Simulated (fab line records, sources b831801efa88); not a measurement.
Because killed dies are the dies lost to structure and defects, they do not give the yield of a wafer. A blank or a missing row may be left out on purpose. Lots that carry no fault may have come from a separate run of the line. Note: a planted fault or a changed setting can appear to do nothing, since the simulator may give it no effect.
Code-filled problem report in 8D (eight disciplines) form    flow sfq line    the parts of the form that need people (team, actions taken, sign-off) are left out

1. WHAT WENT WRONG
Wafers without a fault read 213 s, standard deviation 7.8; time to endpoint s at SFQ_TRILAYER_I3_CMP_CMP_082 reads a mean of 176 s on 2 wafers belonging to 2 lots. That is -4.7 standard deviations from the usual mean.
The step: polishes SiO2.
First observed at day 44 12:24: wafer L359.4, on cmp-01. Wafers with a number at this step in the record: 42, from 14 lots. By rule, "out" or "out of limits" means more than 4 standard deviations away from the usual mean. Any other wafer with a number is counted as sound.

2. WHAT IT IS, WHAT IT ISN'T
question                     is                  is not
which readings at this step  time to endpoint s  motor current A
which lots                   L359, L361          L356, L357, L363, L370, L371, L372, L373, L374, L375, L376, L377, L378
which wafers of those lots   L359.4, L361.2      L359.3, L359.6, L361.1, L361.6
read on which tools          cmp-01              cmp-02
when                         from day 44 12:24   up to then (6 sound wafers); but 34 sound wafers of L359, L361, L363, L370, L371, L372, L373, L374, L375, L376, L377, L378 came after

3. WHAT RULES OUT EACH SUSPECT
Counting: a tool at a process step up to the reading stays a suspect if it ran every lot that is out. Sound lots after the first of them don't rule it out here, since some wafers of a struck lot are sound.
- cmp-01 at SFQ_TRILAYER_I3_CMP_CMP_082 (polishes SiO2): kept. It ran every lot that is out, first L359 (day 44 12:24); its last sound lot up to then is L357 (day 44 06:24). Its own readings are out on those wafers: time to endpoint s.
- In cmp-01 at SFQ_TRILAYER_I3_CMP_CMP_082, the wafers that are out were processed in chamber 1 and their sound lot-mates in chambers 0, 2, 3.
Remaining after the count: cmp-01 at SFQ_TRILAYER_I3_CMP_CMP_082.

4. THE CAUSE (what the simulator had put in)
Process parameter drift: cmp-01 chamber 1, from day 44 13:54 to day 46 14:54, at SFQ_TRILAYER_I3_CMP_CMP_082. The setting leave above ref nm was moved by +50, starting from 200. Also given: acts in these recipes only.
This tool alone remained once counting was done.

5. SEQUENCE OF EFFECTS, ordered by route
One row per reading whose mean, taken over the struck wafers that have a number, lies over 3 standard deviations from the usual. Readings are gone through only where the record gives a usual standard deviation; hours: the median, over the lots, of the time from a lot's start at the first step in this table giving one to that lot's start at this step; sigmas: the change measured in usual standard deviations.
hours  step                                   reading             usual       on struck wafers  change  sigmas
0      SFQ_TRILAYER_I3_CMP_CMP_082            time to endpoint s  213 s       176               -37     -4.7
3      SFQ_TRILAYER_I3_METRO_MEASURE_083      thk nm              199.8 nm    249.7             +49.8   +45
69     SFQ_TRILAYER_I3_VIA_ETCH_VIA_ETCH_088  oes product au      0.854 a.u.  0.977             +0.123  +23
Its process steps:
- SFQ_TRILAYER_I3_CMP_CMP_082: polishes SiO2.
- SFQ_TRILAYER_I3_METRO_MEASURE_083
- SFQ_TRILAYER_I3_VIA_ETCH_VIA_ETCH_088: etches SiO2 in CHF3, stops on Nb, target depth 260 nm.

6. HOW IT WOULD HAVE BEEN CAUGHT EARLIER
In this record the first reading out of limits was taken at day 44 12:24.
